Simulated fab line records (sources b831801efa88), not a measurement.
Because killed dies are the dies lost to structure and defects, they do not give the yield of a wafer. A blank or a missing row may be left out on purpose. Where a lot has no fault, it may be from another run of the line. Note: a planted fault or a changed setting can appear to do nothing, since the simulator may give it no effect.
fab line records    flow gf180mcu
record lots=7  wafers=21  last_day=34
route steps=602 shown MIM@520 M5@526
lots that met no fault: taken from a fault-free run of the same line
start_h: hours from the record's opening day to when the first of the lot's shown wafers began    wait_h: time in hours since the lot's previous step    " identical to the entry in the row above    L1.1+2: a single row standing in for several wafers    - no value, or no start given    * or withheld: withheld    < > ~ a bound
route shown NAME@n: names a module that has steps shown in the file, with the first one's number in the route    usual: mean/standard deviation taken from wafers without a fault    same: alike in all rows    chamber/n: place in a boat    sites: readings site by site    _std_site: how widely they spread, as a standard deviation    _edge_site: mean of outer sites minus mean of inner sites    radius_mm: for every site, how far away it sits from the centre of the wafer    mask NAME#n: copy n    behind: the tool/chamber that last shaped the wafer    hold: what put the lot on hold/how long, in hours/how the hold closed    device: the transistor (n, p or np) that didn't switch    end of line: tests run on the same wafers once the route is complete    a step with no rows: only its recipe    killed: not the wafer's yield, but the dies lost to structure and defects at the first sort    map: a wafer's dies, marking killed ones x, the rest . and places with no die _
set.NAME: the run value of the setting; set.NAME@STEP: its run value at that earlier step    model.NAME: the simulator's own value behind a step, which no gauge read
lots seen at some steps along the route; tables by step, rows by wafer
services: when a tool's chamber went out of use (start_h, in hours from the record's first day, below 0 if earlier), for how many hours, and the reason
## steps
# step GF_MIM_PEB_17
# recipe temp_c=withheld  time_s=*  resist=NOVOLAK
# step GF_MIM_DEVELOP_18
# recipe develop_time_s=60  dev_temp_c=23
# step GF_MIM_METAL_ETCH_19
# recipe chemistry=Cl2/BCl3  mask_material=NOVOLAK  stop_on=Si3N4  target_depth_nm=324.5  pressure_mtorr=8  icp_w=800  bias_w=140  Cl2_flow_sccm=80  bcl3_flow_sccm=40  time_s=54.1
# usual drypump_motor_current_A=5.9/0.44  oes_product_au=0.943/0.0061  throttle_valve_pct=28.282/0.011
lot.wafer  tool          chamber  start_h  wait_h  drypump_motor_current_A  oes_product_au  rf_hours_counter_h  throttle_valve_pct
L512.3     rie_metal-01  0        593.23   0.1     5.8                      0.943           -                   28.270
L512.5     "             0        "        "       5.8                      0.955           -                   28.280
L512.6     "             1        "        "       6.0                      0.939           -                   28.285
L520.3     rie_metal-04  1        659.48   0.1     6.4                      0.935           -                   28.289
L520.4     "             0        "        "       6.3                      0.935           -                   28.299
L520.5     "             1        "        "       6.4                      0.944           -                   28.279
L521.1     rie_metal-04  0        671.01   0.1     6.3                      0.955           11                  28.280
L521.3     "             0        "        "       6.4                      0.950           -                   28.273
L521.5     "             1        "        "       6.4                      0.944           -                   28.258
L523.2     rie_metal-01  1        680.26   0.1     6.1                      0.938           4                   28.288
L523.3     "             1        "        "       6.1                      0.942           -                   28.272
L523.5     "             1        "        "       6.0                      0.940           -                   28.288
L525.4     rie_metal-01  1        696.78   0.1     6.0                      0.944           -                   28.277
L525.5     "             0        "        "       5.8                      0.937           -                   28.279
L525.6     "             1        "        "       6.0                      0.935           -                   28.280
L529.1     rie_metal-02  1        719.06   0.1     5.1                      0.935           7                   28.304
L529.3     "             1        "        "       5.2                      0.940           -                   28.276
L529.4     "             1        "        "       5.1                      0.945           -                   28.279
L534.2     rie_metal-04  1        747.35   0.1     6.4                      0.932           6                   28.284
L534.5     "             1        "        "       6.4                      0.933           -                   28.287
L534.6     "             0        "        "       6.4                      0.939           -                   28.285
# step GF_MIM_STRIP_20
# recipe chemistry=O2/N2  power_w=1400  pressure_mtorr=1500  platen_temp_c=250  o2_flow_sccm=3000  n2_flow_sccm=300  overash_fraction=0.5
# usual drypump_motor_current_A=5.7/0.46  heater_power_w=325/33  o2_flow_sccm=3000/8.6  oes_product_au=0.691/0.0049  strip_time_to_endpoint_s=11.21/0.044
lot.wafer  tool             chamber  start_h  wait_h  drypump_motor_current_A  heater_power_w  o2_flow_sccm  oes_product_au  rf_hours_counter_h  strip_time_to_endpoint_s
L512.3     plasma_asher-01  0        593.31   0.1     5.6                      328             3003          0.692           -                   11.15
L512.5     "                1        "        "       5.2                      290             2993          0.691           -                   11.14
L512.6     "                0        "        "       5.6                      330             3008          0.689           -                   11.16
L520.3     plasma_asher-01  1        659.56   0.1     5.2                      285             3008          0.696           -                   11.24
L520.4     "                0        "        "       5.6                      339             2999          0.690           -                   11.23
L520.5     "                0        "        "       5.6                      335             3007          0.691           -                   11.27
L521.1     plasma_asher-02  0        671.08   0.0     5.8                      347             3011          0.693           108                 11.18
L521.3     "                1        "        "       6.6                      307             3005          0.689           -                   11.18
L521.5     "                0        "        "       5.8                      355             3007          0.687           -                   11.27
L523.2     plasma_asher-01  1        680.33   0.0     5.2                      283             3007          0.690           26                  11.17
L523.3     "                0        "        "       5.6                      342             2986          0.685           -                   11.18
L523.5     "                1        "        "       5.2                      282             3008          0.691           -                   11.17
L525.4     plasma_asher-01  0        696.86   0.1     5.6                      334             3008          0.695           -                   11.20
L525.5     "                1        "        "       5.2                      284             2989          0.689           -                   11.20
L525.6     "                0        "        "       5.6                      334             3003          0.685           -                   11.23
L529.1     plasma_asher-02  0        719.20   0.1     5.8                      343             2992          0.677           113                 11.14
L529.3     "                1        "        "       6.7                      297             2995          0.688           -                   11.13
L529.4     "                0        "        "       5.8                      351             3010          0.692           -                   11.14
L534.2     plasma_asher-04  0        747.42   0.0     5.8                      327             3002          0.692           101                 11.29
L534.5     "                1        "        "       6.2                      381             2992          0.690           -                   11.31
L534.6     "                0        "        "       5.8                      330             2997          0.695           -                   11.28
# step GF_MIM_STRIP_21
# recipe chemistry=post_etch_residue_remover  time_s=1200  temp_c=72.5
# step GF_MIM_CLEAN_22
# recipe chemistry=DIW  dry=n2_spin
# step GF_M5_DEHYDRATE_00
# recipe temp_c=200  time_s=60
# step GF_M5_HMDS_01
# recipe prime_time_s=60  prime_temp_c=120
# step GF_M5_COAT_02
# recipe resist=KrF  spin_rpm=withheld  resist_thk_nm=1000
# step GF_M5_SOFTBAKE_03
# recipe temp_c=130  time_s=58.61  resist=KrF
# step GF_M5_EXPOSE_04
# recipe mask_id=Metal5  target_cd_nm=280  na=0.68  source_shape=conventional  sigma_outer=0.6  dose_mj=28
# step GF_M5_PEB_05
# recipe peb_temp_c=135  peb_time_s=90  resist=KrF
# step GF_M5_DEVELOP_06
# recipe develop_time_s=60  dev_temp_c=21
# usual chill_plate_temp_C=23.03/0.1  develop_time_s=60/0
lot.wafer  tool            chamber  start_h  wait_h  chill_plate_temp_C  develop_time_s  model.KrF_of_M5_COAT_02.thk_nm
L512.3     litho_track-03  0        615.16   0.1     23.04               60              978.3
L512.5     "               0        "        "       23.12               60              980.2
L512.6     "               0        "        "       23.02               60              979
L520.3     litho_track-04  -        679.36   0.1     -                   -               1000
L520.4     "               -        "        "       -                   -               999.4
L520.5     "               -        "        "       -                   -               1000
L521.1     litho_track-01  -        690.16   0.2     -                   -               998.5
L521.3     "               -        "        "       -                   -               997.8
L521.5     "               -        "        "       -                   -               997.5
L523.2     litho_track-03  -        699.88   0.2     -                   -               1001
L523.3     "               -        "        "       -                   -               999.8
L523.5     "               -        "        "       -                   -               999.6
L525.4     litho_track-01  0        715.58   0.1     23.01               60              987.9
L525.5     "               0        "        "       22.96               60              991.3
L525.6     "               0        "        "       23.05               60              988.5
L529.1     litho_track-03  0        736.70   0.2     22.90               60              984.7
L529.3     "               0        "        "       23.25               60              986.7
L529.4     "               0        "        "       23.07               60              987.7
L534.2     litho_track-01  0        764.68   0.2     23.11               60              990.8
L534.5     "               0        "        "       23.05               60              988.2
L534.6     "               0        "        "       23.04               60              986.3
# step GF_M5_CD_MEAS_07
# recipe target_cd_nm=280
# usual cd_nm=279.7/1.3
lot.wafer  tool       chamber  start_h  wait_h  cd_nm
L512.3     cd_sem-02  -        615.30   0.1     282.6
L512.5     "          -        "        "       281.1
L512.6     "          -        "        "       282.0
L520.3     cd_sem-01  -        679.50   0.1     -
L520.4     "          -        "        "       -
L520.5     "          -        "        "       -
L521.1     cd_sem-02  -        690.31   0.1     -
L521.3     "          -        "        "       -
L521.5     "          -        "        "       -
L523.2     cd_sem-01  -        700.03   0.1     -
L523.3     "          -        "        "       -
L523.5     "          -        "        "       -
L525.4     cd_sem-01  -        715.72   0.1     278.3
L525.5     "          -        "        "       280.3
L525.6     "          -        "        "       279.9
L529.1     cd_sem-02  -        736.85   0.1     280.1
L529.3     "          -        "        "       279.2
L529.4     "          -        "        "       280.2
L534.2     cd_sem-01  -        764.83   0.1     281.0
L534.5     "          -        "        "       280.5
L534.6     "          -        "        "       279.4
## services
tool             chamber  start_h  hours  kind
rie_metal-04     1        573.40   -      clean
rie_metal-04     1        573.40   20.8   scheduled_down
rie_metal-04     1        573.40   20.8   vent_cycle
rie_metal-02     0        610.42   1.1    repair
rie_metal-01     -        649.30   14.6   pm
rie_metal-02     0        705.41   14.6   repair
rie_metal-04     -        719.95   2.8    pm
plasma_asher-02  -        733.75   9.0    pm
plasma_asher-02  0        733.75   9.0    vent_cycle
plasma_asher-02  1        733.75   9.0    vent_cycle
plasma_asher-02  0        742.75   -      clean
plasma_asher-02  1        742.75   -      clean
rie_metal-04     0        748.71   -      clean
rie_metal-04     0        748.71   20.7   scheduled_down
rie_metal-04     0        748.71   20.7   vent_cycle
## key
first_sign step=GF_M5_DEVELOP_06  reading=tool_record  direction=missing
effect none on later readings
model_effect step=GF_M5_DEVELOP_06  value=KrF_of_M5_COAT_02.thk_nm  without=984.5  struck=999.3
met_at GF_M5_DEVELOP_06
struck_wafers L520.3,L520.4,L520.5,L521.1,L521.3,L521.5,L523.2,L523.3,L523.5
later_rows_left_out L520.3,L520.4,L520.5,L521.1,L521.3,L521.5,L523.2,L523.3,L523.5
sort_left_out L520.3,L520.4,L520.5,L521.1,L521.3,L521.5,L523.2,L523.3,L523.5
onset_between 615.16 679.36
fault kind=skipped_step_whole  tool=litho_track-01,litho_track-03,litho_track-04  chamber=-  onset_h=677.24  steps=GF_M5_DEVELOP_06  scope=struck_lots_only
# sort_left_out: the simulated sort isn't trusted on such a fault, so these wafers' sort isn't shown, and their yield isn't known
# later_rows_left_out: the simulator's readings of these wafers behind a module that went badly wrong aren't trusted and aren't shown, but for the sort
